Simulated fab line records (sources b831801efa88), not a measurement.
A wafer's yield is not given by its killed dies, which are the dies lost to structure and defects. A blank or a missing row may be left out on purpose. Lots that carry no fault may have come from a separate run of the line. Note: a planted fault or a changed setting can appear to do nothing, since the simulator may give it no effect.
Which tool was responsible? + flow gf180mcu + 12 lots, 36 wafers sampled, at 1 step of a route of 602

WHAT EACH GAUGE READ, for each wafer
GF_MVPSD_OVL_MEAS_07.
| lot  | measured     | on         | MVPSD_OVL (nm) |
|------|--------------|------------|----------------|
| L075 | day 5 07:07  | overlay-01 | 0.6 -0.4 -1.3  |
| L077 | day 5 18:37  | overlay-02 | -0.8 -0.4 -1.6 |
| L079 | day 6 06:22  | overlay-01 | -1.3 -0.4 -1.8 |
| L081 | day 6 21:19  | overlay-02 | -0.1 -2.7 -2.7 |
| L083 | day 7 09:37  | overlay-01 | 1.6 3.4 -0.6   |
| L085 | day 7 16:43  | overlay-01 | -0.1 1.1 -0.3  |
| L087 | day 8 06:04  | overlay-01 | 0.3 -0.5 -0.8  |
| L089 | day 8 21:34  | overlay-02 | -0.7 -0.3 -1.7 |
| L091 | day 9 06:29  | overlay-01 | -0.2 -0.9 -2.2 |
| L093 | day 9 18:01  | overlay-02 | -1.0 -0.3 -1.6 |
| L095 | day 10 07:10 | overlay-02 | -0.3 0.4 -0.6  |
| L097 | day 10 18:21 | overlay-01 | 0.4 1.8 0.3    |

EACH LOT AND THE TOOL THAT RAN IT (in order: tool; ch and the chambers of the sampled wafers; start)
There is no process step in the record ahead of these readings.

THE ANSWER, worked out from the rows above alone
Rule: what is usual is taken from the lots themselves. The widest of any qualifying gaps counts: lots, ordered by their means at a reading, are off when they make up no more than a third of the lots, leave a main group of 4 or more, and stand apart from it by 3 or more times the standard deviation of that group's means. A main group is skipped when, at the precision printed for the reading in the tables above, its means are all equal. A lot without any number at a reading at which 4 lots or more have one is off too. Where the step has rows for the other lots, those lots are counted as sound.
Across all readings shown, no lot is off: no conclusion can be drawn from this.

WHAT HAD BEEN PUT IN BY THE SIMULATOR
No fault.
